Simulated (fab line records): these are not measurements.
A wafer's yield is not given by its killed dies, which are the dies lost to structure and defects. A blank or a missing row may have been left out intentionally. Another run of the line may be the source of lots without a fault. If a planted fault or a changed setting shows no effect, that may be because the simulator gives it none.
fab line records | flow sky130
record lots=12 wafers=36 last-day=50
route steps=708 shown VIA4@650 METAL5@665 PASSIVATION@683 PAD_OPEN@708
lots with no fault: from the same line, run without faults
start-h: start of the lot's first displayed wafer, in hours after the record's first day | wait-h: hours since the lot's step before | " same as the row above | L1.1+2: one row covering several wafers at once | - no value, or no start was given | * or withheld: withheld | < > ~ a bound
route shown NAME@n: a module of which the file shows steps, and the number in the route of the first | usual: mean/standard deviation taken from wafers without a fault | same: alike in all rows | chamber/n: place in a boat | sites: readings site by site | _std_site: their standard deviation | _edge_site: the outer-site mean with the inner-site mean subtracted | radius-mm: for every site, how far away it sits from the centre of the wafer | mask NAME#n: copy n | behind: the last tool/chamber to shape the wafer | hold: cause of the lot's hold/its duration in hours/its outcome | device: which transistor (n, p or np) failed to switch | end of line: the route-end tests of the same wafers | step lacking rows: just its recipe | killed: the dies lost at the first sort to structure and to defects; this is not the yield of the wafer | map: the dies of a wafer, with x for killed, . for not killed, _ for no die there
set.NAME: the setting the step ran with; set.NAME@STEP: the setting that earlier step ran with | model.NAME: the simulator's own value behind a step, which no gauge read
one table for each step of the route and one row for each wafer, over a sample of lots
services: from which hour (start-h, from the record's first day; less than 0 if before it) a tool's chamber was out of use, for how many hours, and why
## steps
# step SKY_VIA4_OVL_MEAS_11
# usual VIA4_OVL=1.1/1.4
# columns lot.wafer tool chamber start-h wait-h VIA4_OVL[nm]
L503.4 overlay-01 - 1035.47 0.1 0.1
L503.5 " - " " 0.3
L503.6 " - " " 1.6
L504.1 overlay-01 - 1044.41 0.1 1.3
L504.2 " - " " 3.5
L504.5 " - " " 0.3
L505.2 overlay-01 - 1053.92 0.1 -0.6
L505.3 " - " " -1.4
L505.6 " - " " 1.3
L506.2 overlay-01 - 1057.81 0.1 0.8
L506.5 " - " " -0.2
L506.6 " - " " 0.1
L507.3 overlay-02 - 1064.62 0.1 3.0
L507.4 " - " " 1.8
L507.6 " - " " 1.5
L513.2 overlay-02 - 1091.12 0.1 -1.0
L513.4 " - " " -0.1
L513.5 " - " " -0.4
L517.1 overlay-02 - 1115.02 0.1 2.4
L517.2 " - " " 2.2
L517.4 " - " " 2.7
L518.1 overlay-01 - 1119.32 0.1 0.0
L518.2 " - " " 2.2
L518.6 " - " " 2.6
L519.3 overlay-01 - 1125.53 0.1 2.6
L519.4 " - " " 4.0
L519.5 " - " " 3.0
L520.3 overlay-02 - 1135.78 0.1 -0.8
L520.5 " - " " -0.5
L520.6 " - " " 1.4
L521.1 overlay-02 - 1146.41 0.1 1.2
L521.3 " - " " 1.8
L521.5 " - " " 1.6
L522.1 overlay-01 - 1152.46 0.1 0.5
L522.5 " - " " 1.0
L522.6 " - " " 0.7
# step SKY_VIA4_RS_MEAS_19
# recipe thk-meas-gauge=four-point-probe reads=W_of_VIA4_CVD_18+TiN_of_VIA4_SPUTTER_17
# usual VIA4_W_RS=0.2245/0.0026
# columns lot.wafer tool chamber start-h wait-h VIA4_W_RS[ohm/sq]
L503.4 film-metro-01 - 1036.46 0.1 0.2206
L503.5 " - " " 0.2215
L503.6 " - " " 0.2236
L504.1 film-metro-03 - 1045.32 0.1 0.2214
L504.2 " - " " 0.2271
L504.5 " - " " 0.2269
L505.2 film-metro-04 - 1054.85 0.1 0.2236
L505.3 " - " " 0.2252
L505.6 " - " " 0.2247
L506.2 film-metro-04 - 1058.78 0.1 0.2193
L506.5 " - " " 0.2233
L506.6 " - " " 0.2219
L507.3 film-metro-01 - 1065.60 0.1 0.2285
L507.4 " - " " 0.2215
L507.6 " - " " 0.2268
L513.2 film-metro-01 - 1092.05 0.1 0.2252
L513.4 " - " " 0.2253
L513.5 " - " " 0.2245
L517.1 film-metro-01 - 1115.93 0.1 0.2213
L517.2 " - " " 0.2194
L517.4 " - " " 0.2222
L518.1 film-metro-01 - 1120.23 0.1 0.2210
L518.2 " - " " 0.2217
L518.6 " - " " 0.2225
L519.3 film-metro-01 - 1126.47 0.1 0.2246
L519.4 " - " " 0.2259
L519.5 " - " " 0.2258
L520.3 film-metro-01 - 1136.76 0.1 0.2244
L520.5 " - " " 0.2261
L520.6 " - " " 0.2246
L521.1 film-metro-01 - 1147.32 0.1 0.2207
L521.3 " - " " 0.2236
L521.5 " - " " 0.2232
L522.1 film-metro-01 - 1153.38 0.1 0.2243
L522.5 " - " " 0.2243
L522.6 " - " " 0.2246
# step SKY_METAL5_SPUTTER_04
# recipe material=TiN target-thk-nm=70 power-w=6500 time-s=58.3 chamber-pressure-pa=0.4
# usual throttle-valve-pct=30.2/1.2
# columns lot.wafer tool chamber start-h wait-h throttle-valve-pct
L503.4 pvd-sputter-04 - 1037.00 0.0 32.5
L503.5 " - " " 32.6
L503.6 " - " " 31.5
L504.1 pvd-sputter-04 - 1045.93 0.0 31.5
L504.2 " - " " 29.9
L504.5 " - " " 32.3
L505.2 pvd-sputter-03 - 1055.43 0.0 29.2
L505.3 " - " " 28.9
L505.6 " - " " 29.7
L506.2 pvd-sputter-01 - 1059.36 0.0 30.1
L506.5 " - " " 30.3
L506.6 " - " " 29.5
L507.3 pvd-sputter-01 - 1066.16 0.0 28.6
L507.4 " - " " 30.3
L507.6 " - " " 30.3
L513.2 pvd-sputter-01 - 1092.79 0.0 28.6
L513.4 " - " " 30.2
L513.5 " - " " 28.7
L517.1 pvd-sputter-01 - 1116.53 0.0 28.6
L517.2 " - " " 29.3
L517.4 " - " " 30.3
L518.1 pvd-sputter-03 - 1120.83 0.0 29.1
L518.2 " - " " 29.9
L518.6 " - " " 29.7
L519.3 pvd-sputter-04 - 1127.03 0.0 31.1
L519.4 " - " " 32.3
L519.5 " - " " 31.7
L520.3 pvd-sputter-01 - 1137.54 0.0 28.7
L520.5 " - " " 30.6
L520.6 " - " " 28.5
L521.1 pvd-sputter-01 - 1147.92 0.0 28.5
L521.3 " - " " 29.2
L521.5 " - " " 30.3
L522.1 pvd-sputter-01 - 1154.11 0.0 29.9
L522.5 " - " " 30.1
L522.6 " - " " 30.4
# step SKY_PASSIVATION_CVD_02
# recipe material=Si3N4 target-thk-nm=540 temp-c=400 time-s=withheld rf-w=450
# usual heater-power-outer-w=412/70 heater-power-w=686/87 rf-fwd-power-W=449.2/1.4
# columns lot.wafer tool chamber start-h wait-h heater-power-outer-w heater-power-w rf-fwd-power-W
L503.4 pecvd-02 0 1059.98 0.1 346 563 450.1
L503.5 " 0 " " 386 618 450.3
L503.6 " 2 " " 470 778 448.7
L504.1 pecvd-02 2 1068.89 0.1 450 751 448.8
L504.2 " 0 " " 355 590 450.6
L504.5 " 2 " " 484 806 447.8
L505.2 pecvd-01 2 1077.17 0.0 443 702 450.3
L505.3 " 1 " " 350 642 451.6
L505.6 " 2 " " 481 750 449.8
L506.2 pecvd-02 0 1081.00 0.0 437 694 449.1
L506.5 " 0 " " 340 583 447.8
L506.6 " 2 " " 485 798 449.9
L507.3 pecvd-02 0 1088.33 0.3 423 687 447.9
L507.4 " 0 " " 448 707 449.0
L507.6 " 0 " " 348 581 449.0
L513.2 pecvd-02 0 1114.15 0.0 376 621 449.5
L513.4 " 0 " " 393 647 446.6
L513.5 " 0 " " 415 687 449.8
L517.1 pecvd-01 0 1136.97 0.1 465 777 452.5
L517.2 " 2 " " 476 743 449.0
L517.4 " 0 " " 477 768 448.5
L518.1 pecvd-03 2 1141.29 0.1 324 583 448.4
L518.2 " 0 " " 440 764 450.3
L518.6 " 2 " " 339 571 448.6
L519.3 pecvd-01 0 1146.46 0.1 457 778 448.1
L519.4 " 2 " " 447 706 450.6
L519.5 " 0 " " 477 771 449.3
L520.3 pecvd-01 1 1156.70 0.0 260 506 450.6
L520.5 " 2 " " 520 786 449.3
L520.6 " 1 " " 284 562 449.3
L521.1 pecvd-01 1 1166.40 0.1 352 627 446.4
L521.3 " 0 " " 481 806 447.4
L521.5 " 0 " " 370 670 447.6
L522.1 pecvd-03 2 1171.69 0.1 334 574 450.6
L522.5 " 0 " " 468 779 451.1
L522.6 " 1 " " 461 697 449.1
# step SKY_PAD_OPEN_PROBE_99
# usual defect-limited-yield=82.6/1.7 killed_at_M0_to_M3=42/6.4 killed_at_M4_up=3.2/1.9 killed-at-contacts=24/4.8 killed-at-front-end=16/4.4 killed-at-other=0.3/0.55 killed-dies=86/8.6 killed-open=46/6.6 killed-short=39/5.7 sort_bin_3_pad_short=0.8/0.41 sort_bin_5_function=10.3/1.5 sort_bin_6_memory=6.3/1 sort-n-pass=406/8.6 sort-yield-pct=82.6/1.7
# same gross-dies=492 killed-at-back-side=0 sort_bin_4_leakage[%]=0 sort_bin_8_speed[%]=0
# columns lot.wafer tool chamber start-h wait-h defect-limited-yield[%] killed_at_M0_to_M3 killed_at_M4_up killed-at-contacts killed-at-front-end killed-at-other killed-dies killed-open killed-short sort_bin_3_pad_short[%] sort_bin_5_function[%] sort_bin_6_memory[%] sort-n-pass sort-yield-pct[%]
L507.3 prober-02 - 1130.80 0.2 78.9 44 2 19 14 25 104 44 34 2.0 11.6 7.5 388 78.9
L507.4 prober-02 - 1130.85 0.2 78.3 42 3 23 13 26 107 38 42 3.5 10.2 8.1 385 78.3
L507.6 prober-02 - 1130.95 0.2 79.1 39 4 22 11 27 103 40 35 2.2 12.8 5.9 389 79.1
L513.2 prober-01 - 1153.97 0.1 77.6 41 3 21 18 27 110 38 45 2.2 13.0 7.1 382 77.6
L513.4 prober-01 - 1154.07 0.2 78.3 41 4 22 12 28 107 34 44 3.0 12.6 6.1 385 78.3
L513.5 prober-01 - 1154.12 0.2 80.7 28 2 31 13 21 95 47 26 2.2 10.2 6.9 397 80.7
L519.3 prober-01 - 1182.80 0.2 82.9 33 9 22 20 0 84 47 37 0.6 9.6 6.9 408 82.9
L519.4 prober-01 - 1182.85 0.2 82.7 47 1 21 15 1 85 51 34 1.0 9.8 6.5 407 82.7
L519.5 prober-01 - 1182.90 0.2 83.3 41 5 21 15 0 82 40 42 0.8 8.5 7.3 410 83.3
# killed by level:class
L507.3 PASSIVATION:unspecified=25 VIA1:geometric-particle:open=9 LI_CONTACT:geometric-particle:open=8 VIA2:geometric-particle:open=7 VIA1:geometric-particle:short=6 FIELD_ISO:geometric-particle:short=5 CONTACT:geometric-particle:open=5 METAL1:geometric-particle:short=5
L507.4 PASSIVATION:unspecified=26 VIA1:geometric-particle:short=9 VIA2:geometric-particle:open=8 POLY_GATE:geometric-particle:open=6 LI_CONTACT:geometric-particle:open=6 VIA3:geometric-particle:open=6 VIA1:geometric-particle:open=6 METAL1:geometric-particle:short=5
L507.6 PASSIVATION:unspecified=27 VIA1:geometric-particle:open=9 VIA3:geometric-particle:open=8 CONTACT:geometric-particle:short=6 CONTACT:geometric-particle:open=5 METAL1:geometric-particle:short=5 METAL2:geometric-particle:short=4 METAL3:geometric-particle:short=4
L513.2 PASSIVATION:unspecified=27 METAL1:geometric-particle:short=10 VIA2:geometric-particle:open=9 CONTACT:geometric-particle:open=6 METAL2:geometric-particle:short=6 LI_CONTACT:geometric-particle:open=5 LI_CONTACT:geometric-particle:short=5 VIA1:geometric-particle:open=5
L513.4 PASSIVATION:unspecified=28 VIA1:geometric-particle:open=10 CONTACT:geometric-particle:open=6 CONTACT:geometric-particle:short=5 METAL2:geometric-particle:short=5 VIA2:geometric-particle:open=5 FIELD_ISO:geometric-particle:short=4 METAL4:geometric-particle:short=4
L513.5 PASSIVATION:unspecified=21 CONTACT:geometric-particle:open=17 VIA1:geometric-particle:open=7 LI_CONTACT:geometric-particle:open=6 VIA3:geometric-particle:open=6 CONTACT:geometric-particle:short=5 VIA2:geometric-particle:open=4 FIELD_ISO:geometric-particle:open=3
L519.3 VIA1:geometric-particle:open=11 CONTACT:geometric-particle:open=9 LI_CONTACT:geometric-particle:open=6 METAL4:geometric-particle:short=6 POLY_GATE:geometric-particle:short=5 METAL2:geometric-particle:short=5 VIA3:geometric-particle:open=5 FIELD_ISO:geometric-particle:open=4
L519.4 VIA3:geometric-particle:open=11 CONTACT:geometric-particle:open=10 METAL1:geometric-particle:short=8 VIA1:geometric-particle:open=7 LI_CONTACT:geometric-particle:open=7 FIELD_ISO:geometric-particle:short=6 METAL2:geometric-particle:short=5 SPACER:geometric-particle:open=3
L519.5 VIA1:geometric-particle:open=11 FIELD_ISO:geometric-particle:short=8 METAL2:geometric-particle:short=8 VIA3:geometric-particle:open=8 LI_CONTACT:geometric-particle:open=5 LI_CONTACT:geometric-particle:short=4 LOCAL_INTERCONNECT:geometric-particle:short=4 CONTACT:geometric-particle:open=4
## services
# columns tool chamber start-h hours kind
pecvd-02 1 1018.59 74.1 repair
pvd-sputter-01 2 1031.39 - consumable-replace:kit
pvd-sputter-01 2 1031.39 18.0 scheduled-down
pvd-sputter-01 2 1031.39 18.0 vent-cycle
pvd-sputter-04 2 1045.99 - consumable-replace:kit
pvd-sputter-04 2 1045.99 18.0 scheduled-down
pecvd-03 - 1052.05 2.8 pm
pvd-sputter-01 - 1063.79 1.6 repair
pecvd-02 2 1071.91 5.5 scheduled-down
pvd-sputter-04 - 1086.66 4.1 repair
pecvd-02 2 1087.23 3.2 repair
pecvd-02 - 1093.59 2.2 repair
pecvd-02 1 1104.66 13.2 repair
pecvd-02 0 1117.75 5.5 scheduled-down
pecvd-02 1 1123.21 - clean
pecvd-02 1 1123.21 - consumable-replace:showerhead
pecvd-02 1 1123.21 29.0 scheduled-down
pecvd-02 1 1123.21 29.0 vent-cycle
pecvd-01 1 1140.41 11.6 repair
pecvd-01 - 1144.38 0.8 repair
pecvd-01 2 1165.27 5.5 scheduled-down
pvd-sputter-01 1 1168.81 - consumable-replace:kit
pvd-sputter-01 1 1168.81 18.0 scheduled-down
pvd-sputter-01 1 1168.81 18.0 vent-cycle
## key
first-sign step=SKY_PAD_OPEN_PROBE_99 reading=killed-at-other direction=up sigmas=25 usual=0.3 struck=25.7
effect step=SKY_PAD_OPEN_PROBE_99 reading=sort_bin_3_pad_short direction=up sigmas=4.2 usual=0.8 struck=2.5
met-at SKY_PASSIVATION_CVD_02
struck-lots L507,L513
not-acting-at SKY_VIA4_OVL_MEAS_11,SKY_VIA4_RS_MEAS_19,SKY_METAL5_SPUTTER_04
onset-between 1081.00 1088.33
fault kind=chamber-particle-source tool=pecvd-02 chamber=- onset-h=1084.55 steps=SKY_PASSIVATION_CVD_02 rate-per-visit-cm2=1.9447 end-h=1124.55
